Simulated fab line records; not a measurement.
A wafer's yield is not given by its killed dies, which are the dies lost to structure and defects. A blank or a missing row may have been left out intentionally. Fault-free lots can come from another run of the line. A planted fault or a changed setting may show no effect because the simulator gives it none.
fab line records	flow sfq_line
record lots=5	wafers=15	last_day=86
route steps=325 shown I6@276 M7@281
lots untouched by any fault: they come from a run of this same line in which no faults occurred
start_h: the number of hours between the record's first day and the start of the first shown wafer of the lot	wait_h: how many hours have passed since the lot's step before this one	" the same as in the row above	L1.1+2: a row that stands for several wafers	- either no value or no given start	* or withheld: withheld	< > ~ a bound
route shown NAME@n: a module of which the file shows steps, and the number in the route of the first	usual: mean and standard deviation over wafers with no fault	same: alike in all rows	chamber/n: place in a boat	sites: the reading at each site	_std_site: how widely they spread, as a standard deviation	_edge_site: the outer-site mean with the inner-site mean subtracted	radius_mm: how far each site lies from the wafer's centre	mask NAME#n: copy n	behind: the tool/chamber that last shaped the wafer	hold: what put the lot on hold/how long, in hours/how the hold closed	device: transistor that didn't switch, given as n, p or np	end of line: tests run on the same wafers once the route is complete	a step given without rows: its recipe and nothing more	killed: not the wafer's yield, but the dies lost to structure and defects at the first sort	map: a wafer's dies, x killed, . not, _ none there
set.NAME: the setting that was run; set.NAME@STEP: the one run at that earlier step	model.NAME: the simulator's own value behind a step, which no gauge read
a table for each step, a row for each wafer; lots at some steps of the route
services: the hour from which a tool's chamber was out of use, counted from the record's first day as start_h (under 0 if before that day), plus the number of hours and why
## steps
# step SFQ_I6_OVL_MEAS_942
# usual I6_OVL=-1/6.2
lot.wafer	tool	chamber	start_h	wait_h	I6_OVL[nm]
L588.3	overlay-01	-	1653.84	0.1	-1
L588.4	"	-	"	"	-16
L588.6	"	-	"	"	-9
L590.2	overlay-01	-	1751.91	0.1	5
L590.4	"	-	"	"	4
L590.6	"	-	"	"	12
L595.1	overlay-01	-	1814.24	0.1	-1
L595.5	"	-	"	"	-10
L595.6	"	-	"	"	-4
L601.1	overlay-01	-	1830.69	0.1	13
L601.3	"	-	"	"	9
L601.5	"	-	"	"	9
L607.1	overlay-01	-	1845.09	0.1	0
L607.4	"	-	"	"	9
L607.5	"	-	"	"	1
# step SFQ_TRILAYER_I6_VIA_BARC_OPEN_VIA_ETCH_235
# recipe mask_material=PR	chemistry=O2	target_depth_nm=125	target=BARC	source_w=500	bias_w=80	pressure_mtorr=30	time_s=41.7
# usual drypump_motor_current_A=5.5/0.37	oes_product_au=0.685/0.0047
lot.wafer	tool	chamber	start_h	wait_h	drypump_motor_current_A	oes_product_au	rf_hours_counter_h
L588.3	rie_diel-04	2	1653.89	0.0	5.2	0.678	-
L588.4	"	0	"	"	5.9	0.679	-
L588.6	"	0	"	"	5.8	0.676	-
L590.2	rie_diel-01	1	1751.94	0.0	5.6	0.684	17
L590.4	"	2	"	"	5.4	0.686	0
L590.6	"	2	"	"	5.4	0.687	-
L595.1	rie_diel-04	2	1814.28	0.0	5.2	0.685	1
L595.5	"	2	"	"	5.2	0.685	-
L595.6	"	1	"	"	5.9	0.691	-
L601.1	rie_diel-04	1	1830.73	0.0	6.0	0.685	6
L601.3	"	3	"	"	5.4	0.681	1
L601.5	"	1	"	"	5.9	0.689	-
L607.1	rie_diel-04	3	1845.13	0.0	5.4	0.681	1
L607.4	"	1	"	"	5.9	0.689	6
L607.5	"	0	"	"	5.8	0.686	-
# step SFQ_TRILAYER_I6_VIA_ETCH_VIA_ETCH_172
# recipe target=SiO2	stop_on=Nb	mask_material=PR	taper_deg=20	chemistry=CHF3	target_depth_nm=260	source_w=500	bias_w=80	pressure_mtorr=30	time_s=withheld
# usual drypump_motor_current_A=5.5/0.37	oes_product_au=0.855/0.0052
lot.wafer	tool	chamber	start_h	wait_h	drypump_motor_current_A	oes_product_au
L588.3	rie_diel-04	2	1653.98	0.1	5.2	0.864
L588.4	"	0	"	"	5.8	0.855
L588.6	"	0	"	"	5.8	0.856
L590.2	rie_diel-01	1	1751.98	0.0	5.6	0.861
L590.4	"	2	"	"	5.4	0.855
L590.6	"	2	"	"	5.4	0.853
L595.1	rie_diel-04	2	1814.32	0.0	5.2	0.858
L595.5	"	2	"	"	5.2	0.844
L595.6	"	1	"	"	5.9	0.855
L601.1	rie_diel-04	1	1830.77	0.0	6.0	0.847
L601.3	"	3	"	"	5.4	0.853
L601.5	"	1	"	"	6.0	0.855
L607.1	rie_diel-04	3	1845.17	0.0	5.4	0.850
L607.4	"	1	"	"	6.0	0.853
L607.5	"	0	"	"	5.8	0.853
# step SFQ_TRILAYER_I6_VIA_STRIP_STRIP_173
# recipe gas=O2	power_w=200	platen_temp_c=40	overash_fraction=0.65	chemistry=O2	pressure_mtorr=50
# usual drypump_motor_current_A=6.0/0.44	oes_product_au=1.003/0.0099
lot.wafer	tool	chamber	start_h	wait_h	drypump_motor_current_A	oes_product_au	rf_hours_counter_h
L588.3	rie_metal-01	0	1654.30	-	5.5	1.008	-
L588.4	"	1	"	"	5.3	0.990	-
L588.6	"	1	"	"	5.3	0.977	-
L590.2	rie_metal-02	0	1752.09	-	5.4	0.996	127
L590.4	"	1	"	"	6.2	1.002	-
L590.6	"	0	"	"	5.5	1.012	-
L595.1	rie_metal-02	1	1814.43	-	6.2	0.999	7
L595.5	"	1	"	"	6.2	0.999	-
L595.6	"	1	"	"	6.2	0.995	-
L601.1	rie_metal-02	1	1830.88	-	6.2	0.998	10
L601.3	"	1	"	"	6.2	0.995	-
L601.5	"	1	"	"	6.2	0.993	-
L607.1	rie_metal-01	1	1845.28	-	5.3	0.989	78
L607.4	"	1	"	"	5.3	0.985	-
L607.5	"	1	"	"	5.3	0.988	-
# step SFQ_TRILAYER_I6_VIA_STRIP_SOLV_CLEAN_174
# recipe chemistry=NMP	temp_c=70	time_s=600
# step SFQ_TRILAYER_M7_DEP_PRE_CLEAN_176
# recipe gas=Ar	time_s=22.5	bias_v=250
# step SFQ_TRILAYER_M7_DEP_SPUTTER_175
# recipe material=Nb	base_pressure_pa=1.33e-06	chamber_pressure_pa=0.1333	substrate_temp_c=20	target_thk_nm=200	power_w=2000	time_s=133.3
# usual throttle_valve_pct=29.3/0.91
lot.wafer	tool	chamber	start_h	wait_h	throttle_valve_pct
L588.3	pvd_sputter-05	-	1654.90	0.0	29.7
L588.4	"	-	"	"	28.7
L588.6	"	-	"	"	29.7
L590.2	pvd_sputter-05	-	1752.89	0.0	29.9
L590.4	"	-	"	"	28.9
L590.6	"	-	"	"	28.8
L595.1	pvd_sputter-05	-	1815.83	0.0	28.6
L595.5	"	-	"	"	29.8
L595.6	"	-	"	"	29.6
L601.1	pvd_sputter-06	-	1832.28	0.0	29.6
L601.3	"	-	"	"	30.2
L601.5	"	-	"	"	27.8
L607.1	pvd_sputter-04	-	1846.08	0.0	31.1
L607.4	"	-	"	"	29.8
L607.5	"	-	"	"	30.7
# step SFQ_M7_RS_MEAS_943
# recipe thk_meas_gauge=four-point-probe	reads=Nb_of_TRILAYER_M7_DEP_SPUTTER_175
# usual M7_NB_RS=0.892/0.013
lot.wafer	tool	chamber	start_h	wait_h	M7_NB_RS[ohm/sq]
L588.3	film_metro-04	-	1655.03	0.1	0.886
L588.4	"	-	"	"	0.878
L588.6	"	-	"	"	0.889
L590.2	film_metro-03	-	1753.00	0.1	0.903
L590.4	"	-	"	"	0.895
L590.6	"	-	"	"	0.876
L595.1	film_metro-01	-	1815.92	0.0	0.919
L595.5	"	-	"	"	0.918
L595.6	"	-	"	"	0.912
L601.1	film_metro-03	-	1832.37	0.0	0.905
L601.3	"	-	"	"	0.911
L601.5	"	-	"	"	0.904
L607.1	film_metro-01	-	1846.17	0.0	0.873
L607.4	"	-	"	"	0.888
L607.5	"	-	"	"	0.879
# step SFQ_TRILAYER_M7_LITHO_COAT_182
# recipe resist=BARC	spin_rpm=3000	resist_thk_nm=62
# step SFQ_TRILAYER_M7_LITHO_COAT_177
# recipe resist=KrF	spin_rpm=3000	resist_thk_nm=600
# step SFQ_TRILAYER_M7_LITHO_SOFTBAKE_181
# recipe temp_c=withheld	time_s=withheld	resist=KrF
# step SFQ_TRILAYER_M7_LITHO_EXPOSE_178
# recipe mask_id=M7	na=0.6	source_shape=conventional	sigma_outer=0.65	target_cd_nm=500	dose_mj=14.4
# usual exposure_dose_mJ_cm2=14.398/0.013
lot.wafer	tool	chamber	start_h	wait_h	mask	exposure_dose_mJ_cm2
L588.3	krf_scanner-01	0	1656.32	-	M7#0	14.388
L588.4	"	0	"	"	M7#0	14.380
L588.6	"	0	"	"	M7#0	14.401
L590.2	krf_scanner-01	0	1825.20	-	M7#0	14.411
L590.4	"	0	"	"	M7#0	14.398
L590.6	"	0	"	"	M7#0	14.395
L595.1	krf_scanner-01	0	1847.80	-	M7#0	14.406
L595.5	"	0	"	"	M7#0	14.397
L595.6	"	0	"	"	M7#0	14.410
L601.1	krf_scanner-01	0	1857.40	-	M7#0	14.392
L601.3	"	0	"	"	M7#0	14.403
L601.5	"	0	"	"	M7#0	14.407
L607.1	krf_scanner-01	0	1868.20	-	M7#0	14.378
L607.4	"	0	"	"	M7#0	14.404
L607.5	"	0	"	"	M7#0	14.398
# step SFQ_TRILAYER_M7_LITHO_PEB_180
# recipe peb_temp_c=115	peb_time_s=60	resist=KrF
# step SFQ_TRILAYER_M7_LITHO_DEVELOP_179
# recipe time_s=60	resist=KrF
# step SFQ_M7_OVL_MEAS_945
# usual M7_OVL=-4/5
lot.wafer	tool	chamber	start_h	wait_h	M7_OVL[nm]
L588.3	overlay-01	-	1657.43	0.1	-5
L588.4	"	-	"	"	-9
L588.6	"	-	"	"	-6
L590.2	overlay-02	-	1826.50	0.1	0
L590.4	"	-	"	"	1
L590.6	"	-	"	"	0
L595.1	overlay-02	-	1849.30	0.1	-2
L595.5	"	-	"	"	-4
L595.6	"	-	"	"	-6
L601.1	overlay-01	-	1858.90	0.1	1
L601.3	"	-	"	"	-3
L601.5	"	-	"	"	-8
L607.1	overlay-01	-	1869.70	0.1	-1
L607.4	"	-	"	"	-4
L607.5	"	-	"	"	-5
# step SFQ_TRILAYER_M7_BARC_OPEN_METAL_ETCH_229
# recipe mask_material=PR	chemistry=O2	target_depth_nm=125	target=BARC	icp_w=600	bias_w=80	pressure_mtorr=10	time_s=41.7
# usual drypump_motor_current_A=5.66/0.25	oes_product_au=0.684/0.0045
lot.wafer	tool	chamber	start_h	wait_h	drypump_motor_current_A	oes_product_au	rf_hours_counter_h	model.M7.cd_nm
L588.3	rie_metal-04	1	1657.48	0.0	5.54	0.689	-	496.3
L588.4	"	0	"	"	5.71	0.685	-	495
L588.6	"	1	"	"	5.56	0.692	-	497.7
L590.2	rie_metal-04	1	1826.53	0.0	5.55	0.668	96	502.7
L590.4	"	1	"	"	5.56	0.683	-	501.2
L590.6	"	0	"	"	5.71	0.682	-	501.6
L595.1	rie_metal-04	0	1849.33	0.0	5.71	0.692	72	498.4
L595.5	"	0	"	"	5.69	0.688	-	499.1
L595.6	"	1	"	"	5.55	0.686	-	500.9
L601.1	rie_metal-04	0	1858.93	0.0	5.68	0.685	74	497
L601.3	"	1	"	"	5.56	0.688	-	497.2
L601.5	"	1	"	"	5.55	0.680	-	497.5
L607.1	rie_metal-02	0	1869.73	0.0	5.44	0.681	6	502.3
L607.4	"	1	"	"	6.22	0.684	-	500.5
L607.5	"	1	"	"	6.21	0.684	-	500.5
# step SFQ_TRILAYER_M7_ETCH_METAL_ETCH_180
# recipe target=Nb	stop_on=SiO2	mask_material=PR	chemistry=Cl2/Ar	target_depth_nm=240	icp_w=600	bias_w=80	pressure_mtorr=10	time_s=120
# usual drypump_motor_current_A=5.67/0.25	oes_product_au=0.893/0.0084
lot.wafer	tool	chamber	start_h	wait_h	drypump_motor_current_A	oes_product_au	rf_hours_counter_h	model.M7.cd_nm
L588.3	rie_metal-04	1	1657.56	0.1	5.54	0.904	-	496.9
L588.4	"	0	"	"	5.70	0.914	-	496.6
L588.6	"	1	"	"	5.57	0.898	-	497.8
L590.2	rie_metal-04	1	1826.59	0.0	5.56	0.892	96	504.9
L590.4	"	1	"	"	5.54	0.892	-	502.8
L590.6	"	0	"	"	5.72	0.898	-	504.4
L595.1	rie_metal-04	0	1849.39	0.0	5.71	0.877	72	501.6
L595.5	"	0	"	"	5.68	0.874	-	501.9
L595.6	"	1	"	"	5.54	0.876	-	501.3
L601.1	rie_metal-04	0	1858.99	0.0	5.70	0.886	74	500.4
L601.3	"	1	"	"	5.56	0.881	-	496.7
L601.5	"	1	"	"	5.56	0.885	-	499.3
L607.1	rie_metal-02	0	1869.79	0.0	5.44	0.904	6	502.8
L607.4	"	1	"	"	6.21	0.899	-	503.3
L607.5	"	1	"	"	6.20	0.903	-	502.2
# step SFQ_TRILAYER_M7_STRIP_STRIP_181
# recipe gas=O2	power_w=200	platen_temp_c=40	overash_fraction=0.65	chemistry=O2	pressure_mtorr=50
# usual drypump_motor_current_A=5.66/0.25	oes_product_au=0.997/0.014
lot.wafer	tool	chamber	start_h	wait_h	drypump_motor_current_A	oes_product_au	rf_hours_counter_h
L588.3	rie_metal-04	1	1657.84	0.2	5.54	1.004	-
L588.4	"	0	"	"	5.67	0.989	-
L588.6	"	1	"	"	5.55	0.989	-
L590.2	rie_metal-04	1	1826.72	0.1	5.53	0.987	97
L590.4	"	1	"	"	5.53	0.995	-
L590.6	"	0	"	"	5.71	0.989	-
L595.1	rie_metal-04	0	1849.52	0.1	5.74	0.984	73
L595.5	"	0	"	"	5.71	0.976	-
L595.6	"	1	"	"	5.57	0.994	-
L601.1	rie_metal-04	0	1859.12	0.1	5.68	0.980	75
L601.3	"	1	"	"	5.56	0.990	-
L601.5	"	1	"	"	5.56	0.976	-
L607.1	rie_metal-02	0	1869.92	0.1	5.44	1.007	6
L607.4	"	1	"	"	6.20	1.019	-
L607.5	"	1	"	"	6.20	1.019	-
## services
tool	chamber	start_h	hours	kind
rie_diel-01	1	1631.10	10.0	repair
krf_scanner-01	-	1634.42	1.0	pm
rie_diel-04	3	1650.28	5.5	repair
rie_diel-04	1	1650.32	5.3	repair
rie_diel-01	-	1689.45	0.1	repair
rie_metal-04	-	1702.26	0.6	repair
pvd_sputter-05	-	1702.45	1.7	repair
rie_metal-02	1	1702.96	3.2	repair
rie_metal-04	1	1703.46	21.6	repair
krf_scanner-01	-	1720.86	0.8	pm
rie_metal-04	-	1724.32	2.8	pm
rie_diel-01	0	1730.72	2.9	repair
krf_scanner-01	-	1735.87	4.0	pm
krf_scanner-01	-	1739.90	72.0	pm
rie_metal-02	-	1750.33	0.9	repair
rie_metal-04	-	1781.05	1.9	repair
rie_diel-04	1	1785.80	2.3	repair
rie_metal-02	1	1786.41	3.2	repair
rie_metal-04	-	1788.67	4.2	repair
rie_diel-01	1	1798.11	8.9	repair
rie_diel-04	-	1800.47	0.9	repair
krf_scanner-01	-	1811.90	1.3	pm
krf_scanner-01	-	1816.80	1.0	pm
rie_diel-04	2	1833.23	2.7	repair
## key
first_sign none at tools or gauges
model_effect step=SFQ_TRILAYER_M7_BARC_OPEN_METAL_ETCH_229	value=M7.cd_nm	without=502.1	struck=496.3
model_effect step=SFQ_TRILAYER_M7_ETCH_METAL_ETCH_180	value=M7.cd_nm	without=502.9	struck=497.1
met_at SFQ_TRILAYER_M7_LITHO_EXPOSE_178
struck_wafers L588.3,L588.4,L588.6
fault kind=process_parameter_drift	tool=krf_scanner-01	chamber=-	onset_h=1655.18	steps=SFQ_TRILAYER_M7_LITHO_EXPOSE_178	channel=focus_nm	offset=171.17	spread_by_wafer=0.3	shape=step	end_h=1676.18
